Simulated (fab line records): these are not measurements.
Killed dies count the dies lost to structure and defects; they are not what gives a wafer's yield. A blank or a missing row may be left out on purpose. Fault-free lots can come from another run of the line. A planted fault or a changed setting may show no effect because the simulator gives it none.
fab line records + flow gf180mcu
record
- lots=13
- wafers=39
- lastDay=34
route steps=602 shown STI@3 NWELL@50 VT_IMPLANT@135 HV_LDD@184
lots that met no fault: from a run of the same line without faults
startH: hours from the record's first day to the start of the lot's first wafer shown + waitH: time in hours since the lot's previous step + " unchanged from the row above + L1.1+2: several wafers, shown together as one row + - no value present, or no start provided + * or withheld: withheld + < > ~ a bound
route shown NAME@n: NAME is a module with steps in the file, n the number in the route of the first one + usual: mean/standard deviation taken from wafers without a fault + same: alike in all rows + chamber/n: place in a boat + sites: each site's reading + _std_site: their standard deviation + _edge_site: mean of outer sites minus mean of inner sites + radiusMm: how far each site lies from the wafer's centre + mask NAME#n: copy n + behind: tool/chamber where the wafer was last shaped + hold: what put the lot on hold/how long, in hours/how the hold closed + device: names the non-switching transistor (n, p or np) + end of line: tests run on the same wafers once the route is complete + a step given without rows: its recipe and nothing more + killed: the dies lost at the first sort to structure and to defects; this is not the yield of the wafer + map: per-die view of a wafer (x killed, . not killed, _ where there is no die)
set.NAME: the setting as run; set.NAME@STEP: as run at that earlier step + model.NAME: the simulator's own value behind a step, which no gauge read
a sample of lots followed through the steps of the route, with each step as a table and each wafer as a row
services: from which hour (startH, from the record's first day; less than 0 if before it) a tool's chamber was out of use, for how many hours, and why
## steps
# step GF_STI_THK_MEAS_02
# recipe
- reads=SiO2_of_STI_OXIDATION_01
# usual
- STI_OXIDATION_THK=10.73/0.18
| lot.wafer | tool         | chamber | startH | waitH | STI_OXIDATION_THK[nm] |
|-----------|--------------|---------|--------|-------|-----------------------|
| L744.1    | filmMetro-01 | -       | 17.00  | 0.0   | 10.79                 |
| L744.2    | "            | -       | "      | "     | 10.79                 |
| L744.4    | "            | -       | "      | "     | 10.91                 |
| L743.2    | filmMetro-03 | -       | 17.01  | 0.0   | 10.98                 |
| L743.3    | "            | -       | "      | "     | 10.86                 |
| L743.4    | "            | -       | "      | "     | 10.85                 |
| L745.1    | filmMetro-01 | -       | 22.00  | 0.0   | 10.39                 |
| L745.2    | "            | -       | "      | "     | 10.66                 |
| L745.6    | "            | -       | "      | "     | 10.43                 |
| L747.1    | filmMetro-04 | -       | 31.91  | 0.0   | 10.89                 |
| L747.5    | "            | -       | "      | "     | 10.99                 |
| L747.6    | "            | -       | "      | "     | 10.90                 |
| L749.2    | filmMetro-01 | -       | 41.52  | 0.0   | 10.85                 |
| L749.3    | "            | -       | "      | "     | 10.80                 |
| L749.5    | "            | -       | "      | "     | 10.72                 |
| L750.1    | filmMetro-03 | -       | 47.45  | 0.0   | 10.88                 |
| L750.2    | "            | -       | "      | "     | 11.04                 |
| L750.5    | "            | -       | "      | "     | 10.82                 |
| L751.2    | filmMetro-03 | -       | 51.80  | 0.0   | 10.75                 |
| L751.5    | "            | -       | "      | "     | 10.70                 |
| L751.6    | "            | -       | "      | "     | 10.56                 |
| L759.2    | filmMetro-04 | -       | 92.05  | 0.0   | 10.91                 |
| L759.3    | "            | -       | "      | "     | 10.65                 |
| L759.4    | "            | -       | "      | "     | 10.75                 |
| L760.2    | filmMetro-03 | -       | 96.52  | 0.0   | 10.73                 |
| L760.4    | "            | -       | "      | "     | 10.82                 |
| L760.5    | "            | -       | "      | "     | 10.74                 |
| L762.2    | filmMetro-01 | -       | 108.75 | 0.0   | 10.59                 |
| L762.5    | "            | -       | "      | "     | 10.42                 |
| L762.6    | "            | -       | "      | "     | 10.48                 |
| L763.1    | filmMetro-04 | -       | 116.15 | 0.0   | 10.47                 |
| L763.3    | "            | -       | "      | "     | 10.45                 |
| L763.4    | "            | -       | "      | "     | 10.53                 |
| L764.1    | filmMetro-04 | -       | 118.18 | 0.0   | 10.80                 |
| L764.3    | "            | -       | "      | "     | 10.59                 |
| L764.4    | "            | -       | "      | "     | 10.73                 |
| L766.1    | filmMetro-03 | -       | 126.51 | 0.0   | 10.52                 |
| L766.2    | "            | -       | "      | "     | 10.51                 |
| L766.6    | "            | -       | "      | "     | 10.40                 |
# step GF_NWELL_IMPLANT_08
# recipe
- species=P
- energyKev=450
- doseCm2=1.5e+13
- tiltDeg=0
# usual
- beamOnS=9.98/0.21
- doseIonsCm2=1.5e+13/1.7e+10
- faradayCurrentUA=84.7/1.8
| lot.wafer | tool         | chamber | startH | waitH | beamOnS | doseIonsCm2 | faradayCurrentUA |
|-----------|--------------|---------|--------|-------|---------|-------------|------------------|
| L743.2    | implanter-02 | 0       | 61.11  | 0.0   | 10.04   | 1.4996e+13  | 83.9             |
| L743.3    | "            | 0       | "      | "     | 10.17   | 1.4988e+13  | 83.1             |
| L743.4    | "            | 0       | "      | "     | 9.62    | 1.4996e+13  | 87.7             |
| L744.1    | implanter-01 | 0       | 62.40  | 0.0   | 9.80    | 1.4943e+13  | 86.1             |
| L744.2    | "            | 0       | "      | "     | 10.17   | 1.4987e+13  | 82.8             |
| L744.4    | "            | 0       | "      | "     | 9.95    | 1.4964e+13  | 85.2             |
| L745.1    | implanter-03 | 0       | 66.79  | 0.0   | 9.98    | 1.4976e+13  | 85.3             |
| L745.2    | "            | 0       | "      | "     | 9.64    | 1.5002e+13  | 87.0             |
| L745.6    | "            | 0       | "      | "     | 10.03   | 1.5014e+13  | 84.3             |
| L747.1    | implanter-02 | 0       | 76.09  | 0.0   | 9.95    | 1.502e+13   | 84.6             |
| L747.5    | "            | 0       | "      | "     | 10.24   | 1.5002e+13  | 82.5             |
| L747.6    | "            | 0       | "      | "     | 10.45   | 1.5005e+13  | 80.9             |
| L749.2    | implanter-03 | 0       | 93.81  | 0.0   | 47.50   | 1.2864e+14  | 151.7            |
| L749.3    | "            | 0       | "      | "     | 47.97   | 1.2865e+14  | 149.7            |
| L749.5    | "            | 0       | "      | "     | 49.62   | 1.2865e+14  | 144.6            |
| L750.1    | implanter-01 | 0       | 97.40  | 0.0   | 10.22   | 1.4984e+13  | 82.9             |
| L750.2    | "            | 0       | "      | "     | 10.26   | 1.5027e+13  | 82.4             |
| L750.5    | "            | 0       | "      | "     | 9.71    | 1.4995e+13  | 87.3             |
| L751.2    | implanter-03 | 0       | 98.71  | 0.0   | 53.41   | 1.2864e+14  | 135.7            |
| L751.5    | "            | 0       | "      | "     | 48.89   | 1.2864e+14  | 147.7            |
| L751.6    | "            | 0       | "      | "     | 50.47   | 1.2866e+14  | 144.1            |
| L759.2    | implanter-02 | 0       | 144.96 | 0.0   | 9.91    | 1.4977e+13  | 85.1             |
| L759.3    | "            | 0       | "      | "     | 9.99    | 1.4984e+13  | 84.5             |
| L759.4    | "            | 0       | "      | "     | 9.90    | 1.4998e+13  | 85.2             |
| L760.2    | implanter-01 | 0       | 150.80 | 0.0   | 9.75    | 1.5007e+13  | 86.6             |
| L760.4    | "            | 0       | "      | "     | 10.27   | 1.5007e+13  | 82.1             |
| L760.5    | "            | 0       | "      | "     | 10.15   | 1.5024e+13  | 83.4             |
| L762.2    | implanter-01 | 0       | 161.53 | 0.0   | 9.43    | 1.5004e+13  | 88.9             |
| L762.5    | "            | 0       | "      | "     | 10.10   | 1.4997e+13  | 84.0             |
| L762.6    | "            | 0       | "      | "     | 9.91    | 1.4971e+13  | 85.4             |
| L763.1    | implanter-02 | 0       | 168.45 | 0.0   | 10.07   | 1.5011e+13  | 84.0             |
| L763.3    | "            | 0       | "      | "     | 9.85    | 1.4996e+13  | 86.4             |
| L763.4    | "            | 0       | "      | "     | 9.96    | 1.5001e+13  | 85.4             |
| L764.1    | implanter-02 | 0       | 172.15 | 0.0   | 9.86    | 1.4995e+13  | 85.9             |
| L764.3    | "            | 0       | "      | "     | 9.99    | 1.4992e+13  | 84.6             |
| L764.4    | "            | 0       | "      | "     | 10.08   | 1.5002e+13  | 83.8             |
| L766.1    | implanter-03 | 0       | 180.76 | 0.0   | 10.24   | 1.4993e+13  | 82.8             |
| L766.2    | "            | 0       | "      | "     | 10.12   | 1.4991e+13  | 83.5             |
| L766.6    | "            | 0       | "      | "     | 9.94    | 1.4978e+13  | 85.8             |
# step GF_NWELL_TW_MEAS_11
# usual
- NWELL_TW=1578/11
| lot.wafer | tool         | chamber | startH | waitH | NWELL_TW |
|-----------|--------------|---------|--------|-------|----------|
| L743.2    | filmMetro-04 | -       | 61.50  | 0.1   | 1572     |
| L743.3    | "            | -       | "      | "     | 1585     |
| L743.4    | "            | -       | "      | "     | 1581     |
| L744.1    | filmMetro-02 | -       | 62.80  | 0.1   | 1577     |
| L744.2    | "            | -       | "      | "     | 1578     |
| L744.4    | "            | -       | "      | "     | 1573     |
| L745.1    | filmMetro-02 | -       | 67.19  | 0.1   | 1572     |
| L745.2    | "            | -       | "      | "     | 1589     |
| L745.6    | "            | -       | "      | "     | 1586     |
| L747.1    | filmMetro-04 | -       | 76.49  | 0.1   | 1563     |
| L747.5    | "            | -       | "      | "     | 1572     |
| L747.6    | "            | -       | "      | "     | 1563     |
| L749.2    | filmMetro-01 | -       | 94.20  | 0.1   | 3025     |
| L749.3    | "            | -       | "      | "     | 3002     |
| L749.5    | "            | -       | "      | "     | 3026     |
| L750.1    | filmMetro-01 | -       | 97.80  | 0.1   | 1575     |
| L750.2    | "            | -       | "      | "     | 1576     |
| L750.5    | "            | -       | "      | "     | 1578     |
| L751.2    | filmMetro-02 | -       | 99.10  | 0.1   | 3008     |
| L751.5    | "            | -       | "      | "     | 3005     |
| L751.6    | "            | -       | "      | "     | 3001     |
| L759.2    | filmMetro-01 | -       | 145.35 | 0.1   | 1594     |
| L759.3    | "            | -       | "      | "     | 1611     |
| L759.4    | "            | -       | "      | "     | 1586     |
| L760.2    | filmMetro-02 | -       | 151.18 | 0.1   | 1579     |
| L760.4    | "            | -       | "      | "     | 1565     |
| L760.5    | "            | -       | "      | "     | 1570     |
| L762.2    | filmMetro-02 | -       | 161.91 | 0.1   | 1572     |
| L762.5    | "            | -       | "      | "     | 1579     |
| L762.6    | "            | -       | "      | "     | 1581     |
| L763.1    | filmMetro-02 | -       | 168.85 | 0.1   | 1573     |
| L763.3    | "            | -       | "      | "     | 1580     |
| L763.4    | "            | -       | "      | "     | 1585     |
| L764.1    | filmMetro-02 | -       | 172.55 | 0.1   | 1579     |
| L764.3    | "            | -       | "      | "     | 1579     |
| L764.4    | "            | -       | "      | "     | 1581     |
| L766.1    | filmMetro-01 | -       | 181.16 | 0.1   | 1607     |
| L766.2    | "            | -       | "      | "     | 1608     |
| L766.6    | "            | -       | "      | "     | 1605     |
# step GF_VT_IMPLANT_RTA_45
# recipe
- tempC=1050
- timeS=30
- ambient=N2
# usual
- lampPowerPct=34/3.8
- wafer_temp_C_max=1055.1/1.5
| lot.wafer | tool         | chamber | startH | waitH | lampPowerPct | wafer_temp_C_max |
|-----------|--------------|---------|--------|-------|--------------|------------------|
| L743.2    | rtpAnneal-01 | 0       | 165.01 | 0.0   | 37           | 1054.7           |
| L743.3    | "            | 0       | "      | "     | 37           | 1055.4           |
| L743.4    | "            | 0       | "      | "     | 37           | 1055.1           |
| L744.1    | rtpAnneal-02 | 0       | 165.30 | 0.0   | 29           | 1054.1           |
| L744.2    | "            | 0       | "      | "     | 29           | 1053.9           |
| L744.4    | "            | 0       | "      | "     | 29           | 1054.5           |
| L745.1    | rtpAnneal-01 | 0       | 172.80 | 0.0   | 37           | 1055.0           |
| L745.2    | "            | 0       | "      | "     | 37           | 1054.1           |
| L745.6    | "            | 0       | "      | "     | 37           | 1055.9           |
| L747.1    | rtpAnneal-01 | 0       | 181.90 | 0.0   | 37           | 1055.0           |
| L747.5    | "            | 0       | "      | "     | 37           | 1056.8           |
| L747.6    | "            | 0       | "      | "     | 37           | 1056.8           |
| L749.2    | rtpAnneal-01 | 0       | 205.96 | 0.0   | 37           | 1055.3           |
| L749.3    | "            | 0       | "      | "     | 37           | 1054.9           |
| L749.5    | "            | 0       | "      | "     | 37           | 1054.5           |
| L750.1    | rtpAnneal-01 | 0       | 207.97 | 0.0   | 37           | 1057.6           |
| L750.2    | "            | 0       | "      | "     | 37           | 1056.6           |
| L750.5    | "            | 0       | "      | "     | 37           | 1055.3           |
| L751.2    | rtpAnneal-02 | 0       | 208.16 | 0.0   | 29           | 1054.5           |
| L751.5    | "            | 0       | "      | "     | 29           | 1055.0           |
| L751.6    | "            | 0       | "      | "     | 29           | 1053.5           |
| L759.2    | rtpAnneal-01 | 0       | 270.61 | 0.0   | 37           | 1055.9           |
| L759.3    | "            | 0       | "      | "     | 37           | 1055.9           |
| L759.4    | "            | 0       | "      | "     | 37           | 1055.9           |
| L760.2    | rtpAnneal-02 | 0       | 276.34 | 0.0   | 29           | 1053.1           |
| L760.4    | "            | 0       | "      | "     | 29           | 1052.7           |
| L760.5    | "            | 0       | "      | "     | 29           | 1053.9           |
| L762.2    | rtpAnneal-01 | 0       | 290.37 | 0.0   | 37           | 1055.3           |
| L762.5    | "            | 0       | "      | "     | 37           | 1055.6           |
| L762.6    | "            | 0       | "      | "     | 37           | 1056.4           |
| L763.1    | rtpAnneal-01 | 0       | 298.80 | 0.0   | 37           | 1059.4           |
| L763.3    | "            | 0       | "      | "     | 37           | 1056.8           |
| L763.4    | "            | 0       | "      | "     | 37           | 1058.7           |
| L764.1    | rtpAnneal-02 | 0       | 302.22 | 0.0   | 29           | 1054.3           |
| L764.3    | "            | 0       | "      | "     | 29           | 1053.1           |
| L764.4    | "            | 0       | "      | "     | 29           | 1054.6           |
| L766.1    | rtpAnneal-01 | 0       | 315.01 | 0.0   | 37           | 1056.2           |
| L766.2    | "            | 0       | "      | "     | 37           | 1056.3           |
| L766.6    | "            | 0       | "      | "     | 37           | 1057.3           |
# step GF_VT_IMPLANT_RS_MEAS_47
# recipe
- thkMeasGauge=four-point-probe
# usual
- NWELL_RS=487.1/1.6
| lot.wafer | tool         | chamber | startH | waitH | NWELL_RS[ohm/sq] |
|-----------|--------------|---------|--------|-------|------------------|
| L743.2    | filmMetro-04 | -       | 165.26 | 0.1   | 486.4            |
| L743.3    | "            | -       | "      | "     | 484.5            |
| L743.4    | "            | -       | "      | "     | 486.1            |
| L744.1    | filmMetro-01 | -       | 165.52 | 0.1   | 485.4            |
| L744.2    | "            | -       | "      | "     | 486.2            |
| L744.4    | "            | -       | "      | "     | 485.2            |
| L745.1    | filmMetro-01 | -       | 173.02 | 0.1   | 485.5            |
| L745.2    | "            | -       | "      | "     | 484.7            |
| L745.6    | "            | -       | "      | "     | 485.2            |
| L747.1    | filmMetro-02 | -       | 182.12 | 0.1   | 487.5            |
| L747.5    | "            | -       | "      | "     | 488.8            |
| L747.6    | "            | -       | "      | "     | 488.3            |
| L749.2    | filmMetro-02 | -       | 206.19 | 0.1   | 183.1            |
| L749.3    | "            | -       | "      | "     | 183.5            |
| L749.5    | "            | -       | "      | "     | 183.4            |
| L750.1    | filmMetro-01 | -       | 208.29 | 0.1   | 487.8            |
| L750.2    | "            | -       | "      | "     | 487.0            |
| L750.5    | "            | -       | "      | "     | 486.0            |
| L751.2    | filmMetro-02 | -       | 208.39 | 0.1   | 183.4            |
| L751.5    | "            | -       | "      | "     | 183.6            |
| L751.6    | "            | -       | "      | "     | 183.5            |
| L759.2    | filmMetro-02 | -       | 270.84 | 0.1   | 488.3            |
| L759.3    | "            | -       | "      | "     | 487.0            |
| L759.4    | "            | -       | "      | "     | 487.3            |
| L760.2    | filmMetro-02 | -       | 276.56 | 0.1   | 490.1            |
| L760.4    | "            | -       | "      | "     | 488.5            |
| L760.5    | "            | -       | "      | "     | 489.5            |
| L762.2    | filmMetro-04 | -       | 290.59 | 0.1   | 485.8            |
| L762.5    | "            | -       | "      | "     | 486.3            |
| L762.6    | "            | -       | "      | "     | 486.3            |
| L763.1    | filmMetro-01 | -       | 299.02 | 0.1   | 487.0            |
| L763.3    | "            | -       | "      | "     | 485.8            |
| L763.4    | "            | -       | "      | "     | 486.3            |
| L764.1    | filmMetro-02 | -       | 302.44 | 0.1   | 488.2            |
| L764.3    | "            | -       | "      | "     | 489.4            |
| L764.4    | "            | -       | "      | "     | 489.9            |
| L766.1    | filmMetro-01 | -       | 315.23 | 0.1   | 484.7            |
| L766.2    | "            | -       | "      | "     | 484.7            |
| L766.6    | "            | -       | "      | "     | 485.2            |
# step GF_HV_LDD_OVL_MEAS_08
# usual
- HV_LDD_OVL=-0.2/1.2
| lot.wafer | tool       | chamber | startH | waitH | HV_LDD_OVL[nm] |
|-----------|------------|---------|--------|-------|----------------|
| L743.2    | overlay-02 | -       | 225.01 | 0.1   | 2.3            |
| L743.3    | "          | -       | "      | "     | 2.6            |
| L743.4    | "          | -       | "      | "     | 2.4            |
| L744.1    | overlay-02 | -       | 225.41 | 0.1   | -0.1           |
| L744.2    | "          | -       | "      | "     | 0.6            |
| L744.4    | "          | -       | "      | "     | 0.2            |
| L745.1    | overlay-01 | -       | 232.48 | 0.1   | 0.1            |
| L745.2    | "          | -       | "      | "     | 0.7            |
| L745.6    | "          | -       | "      | "     | 1.3            |
| L747.1    | overlay-01 | -       | 243.28 | 0.1   | -0.3           |
| L747.5    | "          | -       | "      | "     | 0.8            |
| L747.6    | "          | -       | "      | "     | -0.6           |
| L749.2    | overlay-01 | -       | 269.06 | 0.1   | -1.6           |
| L749.3    | "          | -       | "      | "     | -0.6           |
| L749.5    | "          | -       | "      | "     | -1.3           |
| L750.1    | overlay-01 | -       | 272.18 | 0.1   | -0.4           |
| L750.2    | "          | -       | "      | "     | 0.6            |
| L750.5    | "          | -       | "      | "     | 0.6            |
| L751.2    | overlay-02 | -       | 272.96 | 0.1   | -0.7           |
| L751.5    | "          | -       | "      | "     | 0.0            |
| L751.6    | "          | -       | "      | "     | 0.9            |
| L759.2    | overlay-01 | -       | 341.76 | 0.1   | 1.6            |
| L759.3    | "          | -       | "      | "     | 0.1            |
| L759.4    | "          | -       | "      | "     | 2.0            |
| L760.2    | overlay-02 | -       | 352.40 | 0.1   | 1.0            |
| L760.4    | "          | -       | "      | "     | 0.0            |
| L760.5    | "          | -       | "      | "     | 0.3            |
| L762.2    | overlay-01 | -       | 361.29 | 0.1   | -0.7           |
| L762.5    | "          | -       | "      | "     | -1.4           |
| L762.6    | "          | -       | "      | "     | -0.7           |
| L763.1    | overlay-01 | -       | 369.89 | 0.1   | -2.1           |
| L763.3    | "          | -       | "      | "     | -0.8           |
| L763.4    | "          | -       | "      | "     | -1.5           |
| L764.1    | overlay-02 | -       | 375.48 | 0.1   | -1.4           |
| L764.3    | "          | -       | "      | "     | -1.6           |
| L764.4    | "          | -       | "      | "     | -1.8           |
| L766.1    | overlay-01 | -       | 388.93 | 0.1   | -1.0           |
| L766.2    | "          | -       | "      | "     | -0.6           |
| L766.6    | "          | -       | "      | "     | 0.0            |
## services
| tool         | chamber | startH | hours | kind   |
|--------------|---------|--------|-------|--------|
| implanter-03 | -       | 46.44  | 3.4   | pm     |
| implanter-01 | -       | 84.19  | 3.8   | repair |
| implanter-03 | -       | 117.46 | 2.0   | repair |
| implanter-01 | -       | 120.24 | 1.1   | repair |
| implanter-02 | -       | 121.30 | 5.0   | pm     |
| implanter-03 | -       | 121.94 | 4.3   | repair |
| implanter-03 | -       | 139.54 | 2.5   | repair |
| implanter-03 | -       | 220.35 | 4.9   | pm     |
| implanter-01 | -       | 281.00 | 4.9   | repair |
| implanter-03 | -       | 293.04 | 2.6   | repair |
| implanter-02 | -       | 303.87 | 2.4   | repair |
| implanter-01 | -       | 314.29 | 4.8   | pm     |
## key
firstSign
- step=GF_NWELL_IMPLANT_08
- reading=doseIonsCm2
- direction=up
- sigmas=99+
- usual=1.5e+13
- struck=1.2865e+14
effect
- step=GF_NWELL_IMPLANT_08
- reading=beamOnS
- direction=up
- sigmas=99+
- usual=9.98
- struck=49.64
effect
- step=GF_NWELL_TW_MEAS_11
- reading=NWELL_TW
- direction=up
- sigmas=99+
- usual=1578
- struck=3011
effect
- step=GF_VT_IMPLANT_RS_MEAS_47
- reading=NWELL_RS
- direction=down
- sigmas=99+
- usual=487.1
- struck=183.4
metAt GF_NWELL_IMPLANT_08
struckLots L749,L751
testerLeftOut L749,L751
notActingAt GF_STI_THK_MEAS_02,GF_VT_IMPLANT_RTA_45,GF_HV_LDD_OVL_MEAS_08
onsetBetween 66.79 93.81
fault
- kind=processParameterDrift
- tool=implanter-03
- chamber=-
- onsetH=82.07
- steps=GF_NWELL_IMPLANT_08
- channel=doseCm2
- offset=1.1365e+14
- shape=step
- endH=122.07
- actsIn=theseRecipesOnly
- stated=1.5e+13
# testerLeftOut: of these lots the tester's yield and bins aren't shown, on N5 and GAA mostly nor the transistor test; their killed dies are dies lost to structure and defects alone, not to doping, threshold or leakage, so they don't give the yield
